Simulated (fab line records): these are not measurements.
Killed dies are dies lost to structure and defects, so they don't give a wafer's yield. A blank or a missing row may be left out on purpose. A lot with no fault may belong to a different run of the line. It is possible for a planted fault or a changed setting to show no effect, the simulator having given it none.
The tool behind it: which one?	flow gf180mcu	Sampling: 11 lots, 33 wafers, 4 of 602 route steps

== WHAT THE GAUGES SHOWED, per wafer ==
GF_M2_CD_MEAS_14: target cd 280 nm. Usual: cdNm 279.7 nm, standard deviation 1.1.
lot	measured	on	cdNm (nm)	flag
L510	day 19 05:27	cdSem-01	280.5 280.5 280.6	
L512	day 20 02:46	cdSem-01	278.8 278.5 278.8	
L513	day 20 14:09	cdSem-01	278.6 279.7 279.0	
L515	day 21 04:58	cdSem-02	279.3 279.2 279.0	
L516	day 21 19:04	cdSem-01	278.5 278.8 277.0	
L517	day 22 00:22	cdSem-02	279.9 279.0 280.3	
L518	day 22 05:52	cdSem-01	279.5 279.6 279.1	
L520	day 23 04:00	cdSem-02	280.5 279.2 280.3	
L524	day 24 07:07	cdSem-02	247.1 265.0 264.8	OFF
L525	day 24 15:25	cdSem-01	273.3 267.1 238.5	OFF
L533	day 27 08:43	cdSem-01	279.7 280.3 280.3	

== WHICH TOOL RAN EACH LOT (tool, then ch and the chambers of the sampled wafers, then the start) ==
lot	GF_CONTACT_ETCH_16	GF_V1_SPUTTER_21	GF_M2_EXPOSE_11
L510	rieDiel-02 ch 0,2,3, day 16 03:52	pvdSputter-02, day 18 05:13	krfScanner-02 ch 0, day 18 18:24
L512	rieDiel-01 ch 0,2,3, day 16 23:04	pvdSputter-02, day 19 01:35	krfScanner-02 ch 0, day 19 15:02
L513	rieDiel-01 ch 0,1,2, day 17 10:16	pvdSputter-02, day 19 13:00	krfScanner-01 ch 0, day 20 02:10
L515	rieDiel-02 ch 1,3, day 17 22:55	pvdSputter-03, day 20 03:47	krfScanner-01 ch 0, day 20 17:16
L516	rieDiel-02 ch 0,1,3, day 18 14:01	pvdSputter-01, day 20 18:32	krfScanner-01 ch 0, day 21 06:55
L517	rieDiel-01 ch 0,1,3, day 18 19:31	pvdSputter-03, day 20 23:09	krfScanner-02 ch 0, day 21 12:01
L518	rieDiel-01 ch 0,3, day 18 23:08	pvdSputter-03, day 21 04:28	krfScanner-02 ch 0, day 21 17:58
L520	rieDiel-01 ch 0,2,3, day 19 23:55	pvdSputter-01, day 22 03:44	krfScanner-02 ch 0, day 22 16:31
L524	rieDiel-03 ch 0,1,2, day 21 06:06	pvdSputter-03, day 23 08:28	krfScanner-01 ch 0, day 23 20:26
L525	rieDiel-03 ch 0,1,3, day 21 14:37	pvdSputter-01, day 23 16:23	krfScanner-01 ch 0, day 24 04:24
L533	rieDiel-03 ch 0,2,3, day 24 12:03	pvdSputter-02, day 26 11:21	krfScanner-02 ch 0, day 26 23:07
- GF_CONTACT_ETCH_16: etches BARC in N2/H2.
- GF_V1_SPUTTER_21: material Ti, target thk 15 nm, time 80.02 s.
- GF_M2_EXPOSE_11: exposes mask Metal2, target cd 280 nm.

== WHAT THE TOOLS THEMSELVES READ (means of the sampled wafers that have a number; where no wafer has one, the mark that the record gives instead) ==
GF_CONTACT_ETCH_16. Usual: drypumpMotorCurrentA 5.5 A, standard deviation 0.56; h2FlowSccm 200.0 sccm, standard deviation 0.66; n2FlowSccm 100.0 sccm, standard deviation 0.31; oesProductAu 0.854 a.u., standard deviation 0.0052; throttleValvePct 13.225 %, standard deviation 0.0084.
lot	tool	drypumpMotorCurrentA (A)	h2FlowSccm (sccm)	n2FlowSccm (sccm)	oesProductAu (a.u.)	throttleValvePct (%)	flag
L510	rieDiel-02	5.3	199.9	99.7	0.856	13.225	
L512	rieDiel-01	5.7	200.1	100.1	0.851	13.224	
L513	rieDiel-01	5.2	200.0	100.1	0.851	13.216	
L515	rieDiel-02	5.9	200.2	99.6	0.862	13.228	
L516	rieDiel-02	5.5	199.4	99.8	0.859	13.218	
L517	rieDiel-01	5.4	200.3	100.0	0.853	13.226	
L518	rieDiel-01	5.4	199.5	100.1	0.857	13.225	
L520	rieDiel-01	5.7	199.6	100.1	0.856	13.229	
L524	rieDiel-03	5.4	200.4	100.1	0.851	13.217	
L525	rieDiel-03	5.5	200.1	100.4	0.853	13.226	
L533	rieDiel-03	5.0	199.3	99.9	0.857	13.226	

GF_V1_SPUTTER_21. Usual: throttleValvePct 29.6 %, standard deviation 0.94.
lot	tool	throttleValvePct (%)	flag
L510	pvdSputter-02	29.7	
L512	pvdSputter-02	29.5	
L513	pvdSputter-02	29.3	
L515	pvdSputter-03	29.1	
L516	pvdSputter-01	29.9	
L517	pvdSputter-03	29.6	
L518	pvdSputter-03	29.7	
L520	pvdSputter-01	30.1	
L524	pvdSputter-03	30.6	
L525	pvdSputter-01	30.4	
L533	pvdSputter-02	28.8	

GF_M2_EXPOSE_11. Usual: exposureDoseMJCm2 27.985, standard deviation 0.026.
lot	tool	exposureDoseMJCm2	flag
L510	krfScanner-02	27.977	
L512	krfScanner-02	27.988	
L513	krfScanner-01	27.987	
L515	krfScanner-01	27.991	
L516	krfScanner-01	28.016	
L517	krfScanner-02	27.983	
L518	krfScanner-02	27.947	
L520	krfScanner-02	27.989	
L524	krfScanner-01	28.020	
L525	krfScanner-01	27.984	
L533	krfScanner-02	27.962	

== THE ANSWER, worked out from the rows above alone ==
Rule: take the mean of a lot's wafers that have a number; if it is more than 3 standard deviations from the usual mean, the lot is off. Also off: a lot with no number at a reading for which 4 or more lots have one. Where the step has rows for the other lots, those lots are counted as sound. After the gauges, taken in route order, come the tools' own readings; for these a lot's mean is taken, as printed above. At the first step where some lot is off, the reading lying furthest off is the one used; lots without a number count as furthest.
Off at GF_M2_CD_MEAS_14 (cdNm): L524, L525.
If a tool, at a process step before that reading, ran all the lots that are off and no sound lot after the first of them, it fits. The gauges at GF_M2_CD_MEAS_14 are tried like those tools. One candidate fits, namely krfScanner-01 at GF_M2_EXPOSE_11. A fault onset in the window from L516 (day 21 06:55, its last sound lot) to L524 (day 23 20:26, its first lot off) fits.

== WHAT THE SIMULATOR HAD INSERTED ==
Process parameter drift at GF_M2_EXPOSE_11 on krfScanner-01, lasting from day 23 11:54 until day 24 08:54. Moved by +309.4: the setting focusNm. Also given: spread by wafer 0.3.
Shown lots that were struck: L524, L525. This agrees with what the rule above found.
